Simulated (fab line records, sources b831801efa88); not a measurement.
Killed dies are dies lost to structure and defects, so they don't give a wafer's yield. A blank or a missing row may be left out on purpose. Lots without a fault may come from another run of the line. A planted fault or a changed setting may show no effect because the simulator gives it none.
A struck lot beside a sound one | flow sfq_line | 29 steps out of a route of 325
Sound: wafers L489.1, L489.2, L489.3. Struck: wafers L483.1, L483.2, L483.5. The cause comes at the end.
At each step with rows: each side's tool, then ch and its chambers, then its first start. Under that, the readings that differ: sound wafers | struck wafers | difference of the means | sigmas: that difference in standard deviations of wafers without a fault.
alike: readings whose means differ by less than 2 such deviations, and words and numbers that are the same on both sides. not compared: withheld readings, readings that some wafer has no value for, bounds like >300 that may hide the same value, and numbers for which the record gives no deviation and whose values overlap.
The two part at a step that has a row with sigmas, a row that says differs or no value, or rows on one side only. Numbers that don't overlap but have no deviation are shown without sigmas and don't part them. A reading that every wafer of one side lacks parts them only if that side has two wafers or more.

first, 2 steps without rows for these wafers: SFQ_TRILAYER_L0_VIA_STRIP_SOLV_CLEAN_018 (cleans in NMP, time 600 s); SFQ_TRILAYER_M0_DEP_PRE_CLEAN_020 (time 15 s).
SFQ_TRILAYER_M0_DEP_SPUTTER_019: material Nb, target thk 200 nm, time 137.7 s.
  sound on pvd_sputter-05, day 13 17:29; struck on pvd_sputter-05, day 11 18:32
  alike: throttle_valve_pct
SFQ_M0_RS_MEAS_904: measures by four-point-probe.
  sound on film_metro-03, day 13 17:35; struck on film_metro-02, day 11 18:38
  alike: M0_NB_RS
then, 6 steps without rows for these wafers: SFQ_TRILAYER_M0_LITHO_COAT_026 (resist thk 62 nm); SFQ_TRILAYER_M0_LITHO_COAT_021 (resist thk 600 nm); SFQ_TRILAYER_M0_LITHO_SOFTBAKE_025; SFQ_TRILAYER_M0_LITHO_EXPOSE_022 (exposes mask M0, target cd 500 nm); SFQ_TRILAYER_M0_LITHO_PEB_024 (peb time 60 s); SFQ_TRILAYER_M0_LITHO_DEVELOP_023 (time 60 s).
-- the record jumps here: 5 days lie between the struck wafers' starts before and after --
SFQ_M0_OVL_MEAS_906:
  sound on overlay-01, day 19 02:35; struck on overlay-01, day 17 00:04
  alike: M0_OVL
SFQ_TRILAYER_M0_BARC_OPEN_METAL_ETCH_031: etches BARC in O2, target depth 125 nm, time 41.7 s.
  sound on rie_metal-01 ch 0,1, day 19 02:37; struck on rie_metal-01 ch 0,1, day 17 00:06
  no value came back on the struck wafers for bias_w (W), chamber_pressure_mTorr (mTorr), drypump_motor_current_A (A), oes_product_au (a.u.); on the sound wafers bias_w (W) reads 80.04 80.38 79.62
  reading                                             | sound             | struck        | difference | sigmas
  model.KrF_of_TRILAYER_M0_LITHO_COAT_021.thk_nm (nm) | 522.4 523.1 524.2 | 578 576 577.1 | +54        |
  not compared: rf_hours_counter_h
SFQ_TRILAYER_M0_ETCH_METAL_ETCH_024: etches Nb in Cl2/Ar, stops on SiO2, target depth 240 nm, time 120 s.
  sound on rie_metal-01 ch 0,1, day 19 02:41; struck on rie_metal-01 ch 0,1, day 17 00:10
  reading                                             | sound             | struck            | difference | sigmas
  oes_product_au (a.u.)                               | 0.912 0.920 0.920 | 0.379 0.376 0.369 | -0.543     | -73
  model.KrF_of_TRILAYER_M0_LITHO_COAT_021.thk_nm (nm) | 383.5 383.6 386.2 | 439.4 436.8 438   | +53.6      |
  alike: bias_w, chamber_pressure_mTorr, drypump_motor_current_A
  not compared: rf_hours_counter_h
SFQ_TRILAYER_M0_STRIP_STRIP_025: strips in O2.
  sound on rie_metal-01 ch 0,1, day 19 02:49; struck on rie_metal-01 ch 0,1, day 17 00:17
  alike: drypump_motor_current_A, oes_product_au
  not compared: rf_hours_counter_h
then, 1 step without rows for these wafers: SFQ_TRILAYER_M0_STRIP_SOLV_CLEAN_026 (cleans in NMP, time 600 s).
SFQ_TRILAYER_I0_DEP_PECVD_027: deposits SiO2 from SiH4/N2O, time 111.11 s, target thk 500 nm.
  sound on pecvd-03 ch 0,1,2, day 19 03:35; struck on pecvd-01 ch 0,1,2, day 17 01:04
  alike: heater_power_w, showerhead_vpp_V, throttle_valve_pct
SFQ_TRILAYER_I0_CMP_CMP_028: polishes SiO2.
  sound on cmp-02 ch 0,1,3, day 19 04:51; struck on cmp-02 ch 0,3, day 17 06:13
  alike: edge_zone_pressure_frac, motor_current_A, platen_rpm, time_to_endpoint_s
SFQ_I0_BOW_MEAS_907:
  sound on film_metro-01, day 19 07:21; struck on film_metro-04, day 17 09:13
  alike: I0_BOW
then, 4 steps without rows for these wafers: SFQ_TRILAYER_I0_METRO_MEASURE_029; SFQ_TRILAYER_I0_VIA_LITHO_COAT_036 (resist thk 62 nm); SFQ_TRILAYER_I0_VIA_LITHO_COAT_031 (resist thk 650 nm); SFQ_TRILAYER_I0_VIA_LITHO_SOFTBAKE_035.
-- the record jumps here: 5 days lie between the struck wafers' starts before and after --
SFQ_TRILAYER_I0_VIA_LITHO_EXPOSE_032: exposes mask I0, target cd 500 nm.
  sound on krf_scanner-02 ch 0, day 22 17:00; struck on krf_scanner-02, day 22 09:48
  no value came back on the struck wafers for exposure_dose_mJ_cm2, focus_offset_nm (nm); on the sound wafers exposure_dose_mJ_cm2 reads 21.311 21.313 21.300
  alike: mask
then, 2 steps without rows for these wafers: SFQ_TRILAYER_I0_VIA_LITHO_PEB_034 (peb time 60 s); SFQ_TRILAYER_I0_VIA_LITHO_DEVELOP_033 (time 60 s).
SFQ_I0_OVL_MEAS_908:
  sound on overlay-01, day 22 18:30; struck on overlay-01, day 22 11:18
  reading     | sound    | struck | difference                    | sigmas
  I0_OVL (nm) | -6 -5 -3 | - - -  | no value on the struck wafers |
then, 1 step without rows for these wafers: SFQ_TRILAYER_I0_VIA_BARC_OPEN_VIA_ETCH_046 (etches BARC in O2, target depth 125 nm, time 41.7 s).
SFQ_TRILAYER_I0_VIA_ETCH_VIA_ETCH_034: etches SiO2 in CHF3, stops on Nb, target depth 260 nm.
  sound on rie_diel-01 ch 0,2,3, day 22 18:34; struck on rie_diel-02 ch 0,2,3, day 22 11:22
  reading               | sound             | struck            | difference | sigmas
  oes_product_au (a.u.) | 0.863 0.860 0.863 | 0.371 0.372 0.366 | -0.492     | -95
  alike: bias_w, chamber_pressure_mTorr, drypump_motor_current_A
SFQ_TRILAYER_I0_VIA_STRIP_STRIP_035: strips in O2.
  sound on rie_metal-02 ch 0,1, day 22 18:41; struck on rie_metal-02 ch 0,1, day 22 11:29
  alike: drypump_motor_current_A, oes_product_au
  not compared: rf_hours_counter_h

WHERE THEY PART
First at SFQ_TRILAYER_M0_BARC_OPEN_METAL_ETCH_031; last, within this record, at SFQ_TRILAYER_I0_VIA_ETCH_VIA_ETCH_034. Later steps at which nothing parts them and some readings are alike: SFQ_TRILAYER_I0_VIA_STRIP_STRIP_035.

WHY: what the simulator had put in
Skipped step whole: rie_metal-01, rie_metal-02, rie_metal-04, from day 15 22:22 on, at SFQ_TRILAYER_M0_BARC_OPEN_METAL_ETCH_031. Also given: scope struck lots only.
